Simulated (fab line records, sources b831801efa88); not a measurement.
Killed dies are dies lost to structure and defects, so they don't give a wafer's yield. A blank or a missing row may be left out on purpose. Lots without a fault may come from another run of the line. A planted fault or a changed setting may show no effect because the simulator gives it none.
One fault seen from 2 desks | flow gf180mcu | each desk has only its own numbers; what lay behind them comes last

THE METROLOGY DESK
What the gauges read, lot by lot, whatever tool the lot ran on: means of the sampled wafers that have a number. A lot is out of limits, marked OUT, if its mean lies more than 4 standard deviations from the usual mean; the brackets give that distance.
Columns: A = NWELL_TW at GF_NWELL_TW_MEAS_11, usual 1574; B = VT_IMPLANT_OVL at GF_VT_IMPLANT_OVL_MEAS_07, usual 0.5 nm; C = VT_IMPLANT_2_TW at GF_VT_IMPLANT_TW_MEAS_21, usual 1210; D = cd_nm at GF_HV_LDD_CD_MEAS_19, usual 399.1 nm
lot  | first seen here | A    | B    | C               | D
L344 | day 3 06:46     | 1573 | -0.2 | 1218            | 398.7
L348 | day 4 06:34     | 1570 | 1.9  | 1219            | 403.3
L349 | day 4 10:56     | 1574 | 2.1  | 1244            | 398.4
L350 | day 4 15:06     | 1563 | -2.2 | 1264 (+5.4) OUT | 400.8
L352 | day 5 02:29     | 1575 | 2.4  | 1247            | 399.9
L351 | day 5 03:37     | 1584 | 0.0  | 1222            | 396.8
L355 | day 6 11:07     | 1560 | 2.7  | 1212            | 401.2
L357 | day 6 11:58     | 1566 | -0.5 | 1207            | 400.1
L361 | day 7 07:46     | 1583 | 0.1  | 1205            | 398.7
L360 | day 7 07:55     | 1579 | 0.9  | 1221            | 399.4
L363 | day 7 22:07     | 1586 | 0.9  | 1220            | 399.3
L365 | day 8 05:48     | 1574 | -1.7 | 1191            | 399.0
L366 | day 8 08:46     | 1583 | 0.6  | 1217            | 400.8
L367 | day 8 13:08     | 1585 | 1.0  | 1214            | 402.8
This desk's finding: out of limits on L350; first on L350, day 7 15:10 (VT_IMPLANT_2_TW at GF_VT_IMPLANT_TW_MEAS_21). In limits: L344, L348, L349, L352, L351, L355, L357, L361, L360, L363, L365, L366, L367.

THE TOOL OWNER'S DESK: implanter-04
The tool's own readings at GF_VT_IMPLANT_IMPLANT_19: means of the sampled wafers that have a number, for each lot that ran on this tool. A lot is out of limits, marked OUT, if its mean lies more than 4 standard deviations from the usual mean; the brackets give that distance.
Columns: A = beam_energy_keV at GF_VT_IMPLANT_IMPLANT_19, usual 100.00
lot  | first seen here | A
L344 | day 6 01:28     | 100.00
L349 | day 7 09:25     | 114.68 (+99 or more) OUT
L350 | day 7 14:55     | 114.67 (+99 or more) OUT
L352 | day 8 04:32     | 114.69 (+99 or more) OUT
L360 | day 10 21:16    | 99.98
L363 | day 11 13:19    | 99.98
This desk's finding: out of limits on L349, L350, L352; first on L349, day 7 09:25 (beam_energy_keV at GF_VT_IMPLANT_IMPLANT_19). In limits: L344, L360, L363.

PUT TOGETHER
The tool owner's desk could have raised an alarm at day 7 09:25, on L349, L350, L352.
The metrology desk could have raised an alarm at day 7 15:10, on L350.
The metrology desk has L349, L352 on record, within its limits.
Of the lots named, all ran GF_VT_IMPLANT_IMPLANT_19 on implanter-04.

WHAT THE SIMULATOR HAD PUT IN
Process parameter drift: implanter-04, from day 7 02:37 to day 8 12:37, at GF_VT_IMPLANT_IMPLANT_19. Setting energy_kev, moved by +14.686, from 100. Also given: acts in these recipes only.
Lots struck among those shown: L349, L350, L352.
Hours from the fault's start to each desk's first reading out of limits: the tool owner's desk, 7; the metrology desk, 13.
